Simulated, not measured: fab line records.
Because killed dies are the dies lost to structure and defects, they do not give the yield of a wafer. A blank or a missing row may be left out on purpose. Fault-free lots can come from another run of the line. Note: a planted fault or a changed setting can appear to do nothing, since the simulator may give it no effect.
Which tool was responsible?	flow gf180mcu	6 lots (18 wafers sampled), 1 step of a 602-step route

WHAT THE GAUGES SHOWED, per wafer
GF_POLY_GATE_THK_MEAS_01.
lot	measured	on	POLY_GATE_CVD_00_THK (nm)
L256	day 9 14:56	film-metro-02	198.5 198.0 198.1
L260	day 10 17:55	film-metro-02	201.4 201.4 200.6
L266	day 12 11:09	film-metro-04	197.0 197.2 197.7
L269	day 13 07:35	film-metro-03	200.5 200.7 200.1
L272	day 14 07:54	film-metro-03	199.5 199.3 198.7
L274	day 14 22:54	film-metro-04	197.9 198.9 198.8

TOOL THAT RAN EACH LOT (tool first, then ch and the chambers of the sampled wafers, then the start)
Record: no process step prior to these readings.

THE ANSWER, worked out from the rows above alone
Rule: the lots themselves supply what counts as usual. The widest of any qualifying gaps counts: lots, ordered by their means at a reading, are off when they make up no more than a third of the lots, leave a main group of 4 or more, and stand apart from it by 3 or more times the standard deviation of that group's means. The tables above print the reading to a certain number of digits; a main group whose means all agree to those digits is not used. Also off: a lot with no number at a reading for which 4 or more lots have one. Any other lot the step has rows for is counted as sound.
None of the lots is off at any reading shown; this tells nothing.

WHAT WAS PUT IN BY THE SIMULATOR
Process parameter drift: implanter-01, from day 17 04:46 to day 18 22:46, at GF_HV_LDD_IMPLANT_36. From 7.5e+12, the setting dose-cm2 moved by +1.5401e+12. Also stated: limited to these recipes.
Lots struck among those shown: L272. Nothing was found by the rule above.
